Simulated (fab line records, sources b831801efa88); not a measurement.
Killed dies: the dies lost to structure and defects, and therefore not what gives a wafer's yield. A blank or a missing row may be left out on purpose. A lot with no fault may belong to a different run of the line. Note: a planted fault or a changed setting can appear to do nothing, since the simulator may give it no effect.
Split-lot study | flow sfq line | on a route of 325 steps: 5 lots, 23 wafers read

## SPLIT DETAILS
At SFQ_TRILAYER_M2_DEP_SPUTTER_055 (material Nb, target thk 200 nm, time 133.3 s), the setting power w was moved away from the recipe's 2000 W on 6 of the 23 wafers read, by -11.9% to -8.0%. The other wafers ran this setting at the recipe's value.

There is no step in the file separating the split from the reading.

## THE READING
M2_NB_RS in ohm/sq, measured at SFQ_M2_RS_MEAS_914 by four-point-probe. Fault-free wafers of this fab line usually give 0.894 ohm/sq, standard deviation 0.014 ohm/sq.

wafer  | tool, chamber at the split | power w as run, W | against the recipe | M2_NB_RS, ohm/sq | against lot-mates on the recipe
L075.1 | pvd sputter-04, -          | 1840              | -8.0%              | 0.992            | +0.097
L075.2 | pvd sputter-04, -          | 1840              | -8.0%              | 0.974            | +0.079
L075.3 | pvd sputter-04, -          | 1840              | -8.0%              | 0.977            | +0.082
L075.4 | pvd sputter-04, -          | 2000              | recipe             | 0.897            | -
L075.5 | pvd sputter-04, -          | 2000              | recipe             | 0.893            | -
L076.2 | pvd sputter-05, -          | 1763              | -11.9%             | 1.029            | +0.141
L076.3 | pvd sputter-05, -          | 1763              | -11.9%             | 1.030            | +0.143
L076.4 | pvd sputter-05, -          | 1763              | -11.9%             | 1.007            | +0.119
L076.5 | pvd sputter-05, -          | 2000              | recipe             | 0.875            | -
L076.6 | pvd sputter-05, -          | 2000              | recipe             | 0.900            | -
L077.1 | pvd sputter-04, -          | 2000              | recipe             | 0.878            | -
L077.2 | pvd sputter-04, -          | 2000              | recipe             | 0.892            | -
L077.4 | pvd sputter-04, -          | 2000              | recipe             | 0.887            | -
L077.5 | pvd sputter-04, -          | 2000              | recipe             | 0.893            | -
L077.6 | pvd sputter-04, -          | 2000              | recipe             | 0.893            | -
L081.1 | pvd sputter-05, -          | 2000              | recipe             | 0.911            | -
L081.3 | pvd sputter-05, -          | 2000              | recipe             | 0.925            | -
L081.4 | pvd sputter-05, -          | 2000              | recipe             | 0.911            | -
L081.5 | pvd sputter-05, -          | 2000              | recipe             | 0.916            | -
L081.6 | pvd sputter-05, -          | 2000              | recipe             | 0.883            | -
L083.1 | pvd sputter-03, -          | 2000              | recipe             | 0.873            | -
L083.3 | pvd sputter-03, -          | 2000              | recipe             | 0.882            | -
L083.4 | pvd sputter-03, -          | 2000              | recipe             | 0.899            | -

THE FIT
A straight line over all 23 wafers: M2_NB_RS changes by -0.0108 ohm/sq for each +1% of power w; r = -0.96; the points scatter about the line by 0.014 ohm/sq.
The same after taking each lot's own level away (the mean of its wafers on the recipe; 23 wafers): -0.0112 ohm/sq for each +1%; r = -0.98; scatter 0.011 ohm/sq.
The reading moves by 0.13 ohm/sq for the largest change in power w, on that fit.
The lots' own levels span 0.8847 to 0.9092 ohm/sq, that is 1.8 times the standard deviation above.
So the lot-to-lot level changes the slope little: the two slopes agree.
Check: for one of the wafers moved furthest among these (-11.9%), held out of the fit, the line's prediction against its lot-mates is +0.13 ohm/sq. Against them it came out at +0.141 ohm/sq.

## THE OTHER SPLITS THESE WAFERS WENT THROUGH
These wafers also went through other splits before the reading. Each is held against what the fit with the lots' levels taken away leaves over:
other split on the same wafers                    | wafers away from the commonest value | r with M2_NB_RS (lot level and that fit taken away)
SFQ_TRILAYER_L0_DEP_SPUTTER_003 time s            | 10                                   | +0.26
SFQ_TRILAYER_L0_LITHO_COAT_010 resist thk nm      | 9                                    | -0.14
SFQ_TRILAYER_L0_BARC_OPEN_METAL_ETCH_010 icp w    | 12                                   | +0.14
SFQ_TRILAYER_L0_VIA_LITHO_PEB_016 peb temp c      | 7                                    | -0.09
SFQ_TRILAYER_L0_VIA_BARC_OPEN_VIA_ETCH_021 time s | 11                                   | +0.12
SFQ_TRILAYER_M0_LITHO_COAT_026 spin rpm           | 6                                    | +0.08
SFQ_TRILAYER_I0_VIA_LITHO_COAT_036 resist thk nm  | 12                                   | +0.11
SFQ_TRILAYER_M1_DEP_SPUTTER_037 time s            | 5                                    | -0.02
SFQ_TRILAYER_M1_BARC_OPEN_METAL_ETCH_054 time s   | 7                                    | -0.08
SFQ_TRILAYER_I1_VIA_LITHO_COAT_049 resist thk nm  | 11                                   | -0.20

## THE WHOLE CHAIN: every reading that the file lists as answering this split, in the file's order
step                            | what it does                                 | reading                                                                                   | change (the file's fit)              | r (the file's)
SFQ_TRILAYER_M2_DEP_SPUTTER_055 | material Nb, target thk 200 nm, time 133.3 s | Nb_of_TRILAYER_M2_DEP_SPUTTER_055.thk nm (the simulator's own value, which no gauge read) | +2.18 nm for each +1% of the setting | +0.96
SFQ_M2_RS_MEAS_914              | measures by four-point-probe                 | M2_NB_RS                                                                                  | -0.0112 for each +1% of the setting  | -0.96

## FILE'S OWN FIT
M2_NB_RS changes by -0.0112 ohm/sq for each +1% of power w, r = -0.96.
